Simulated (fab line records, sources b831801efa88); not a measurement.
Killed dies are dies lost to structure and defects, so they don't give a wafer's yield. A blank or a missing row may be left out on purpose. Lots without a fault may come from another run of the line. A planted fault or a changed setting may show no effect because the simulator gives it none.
Problem report in the 8D (eight disciplines) form, filled by code | flow gf180mcu | the parts of the form that need people (team, actions taken, sign-off) are left out

1. THE PROBLEM
V1_CVD_02_THK at GF_V1_THK_MEAS_03 reads a mean of 674 nm on 2 wafers of 2 lots; wafers without a fault read 850 nm with a standard deviation of 10. That is -18 standard deviations from the usual mean.
First seen on wafer L934.5, day 19 21:43, on film_metro-02. The record holds 37 wafers of 13 lots with a number at this step. Rule for "out", or "out of limits": more than 4 standard deviations from the usual mean. The other wafers with a number count as sound.

2. WHAT IT IS AND WHAT IT IS NOT
question                    | is                           | is not
which readings at this step | V1_CVD_02_THK                | -
which lots                  | L934, L935                   | L927, L928, L929, L930, L931, L941, L942, L943, L946, L949, L950
which wafers of those lots  | L934.5, L935.5               | L934.1, L935.2
read on which gauges        | film_metro-02, film_metro-04 | film_metro-03
when                        | from day 19 21:43            | up to then (16 sound wafers); but 19 sound wafers of L935, L941, L942, L943, L946, L949, L950 came after

3. SUSPECTS, AND WHAT RULES EACH OUT
Counting: a tool at a process step up to the reading stays a suspect if it ran every lot that is out. Sound lots after the first of them don't rule it out here, since some wafers of a struck lot are sound.
- the gauge at GF_V1_THK_MEAS_03: ruled out. The wafers that are out were read on 2 gauges (film_metro-02, film_metro-04).
- pecvd-01 at GF_V1_CVD_02 (deposits SiO2 from TEOS, target thk 850 nm, time 94.851 s): kept. It ran every lot that is out, first L934 (day 19 21:38); its last sound lot up to then is L930 (day 18 11:41). Its own readings are out on those wafers: run_length_s.
Left after counting: pecvd-01 at GF_V1_CVD_02.

4. THE CAUSE (what the simulator had put in)
Process parameter drift: pecvd-01, from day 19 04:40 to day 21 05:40, at GF_V1_CVD_02. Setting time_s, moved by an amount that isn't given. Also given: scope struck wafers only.
Counting left only this tool.

5. THE CHAIN OF EFFECTS, in route order
Each row: a reading whose mean over the struck wafers that have a number lies more than 3 standard deviations from the usual. Only readings for which the record gives a usual standard deviation are gone through. hours: the time from each lot's start at the first step in this table that gives one to its start at this step, as a median over the lots. sigmas: the change in usual standard deviations.
hours | step              | reading            | usual   | on struck wafers | change | sigmas
0     | GF_V1_CVD_02      | run_length_s       | 122.9 s | 103.6            | -19.3  | -45
0     | GF_V1_THK_MEAS_03 | V1_CVD_02_THK      | 850 nm  | 674              | -176   | -18
0     | GF_V1_CMP_04      | time_to_endpoint_s | 80 s    | 18               | -62    | -12
The process steps in it:
- GF_V1_CVD_02: deposits SiO2 from TEOS, target thk 850 nm, time 94.851 s.
- GF_V1_CMP_04: polishes SiO2.
Later measuring or inspecting steps at which every struck wafer that the step has a row for has a number for every such reading, and none has moved that far: GF_V1_BOW_MEAS_05, GF_V1_CD_MEAS_14.

6. WHAT WOULD HAVE CAUGHT IT SOONER
In this record the first reading out of limits at a measuring or inspecting step was taken at day 19 21:43, 17 hours after the fault began at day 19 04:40.
The tool's own readings at GF_V1_CVD_02 were out on every struck wafer that the step has a row for (run_length_s): an alarm limit on them would have fired on the first of those.
Of the lots that are out (2), L935 began GF_V1_CVD_02 on pecvd-01 after day 19 21:43. A hold on the tool at that time would have spared it.
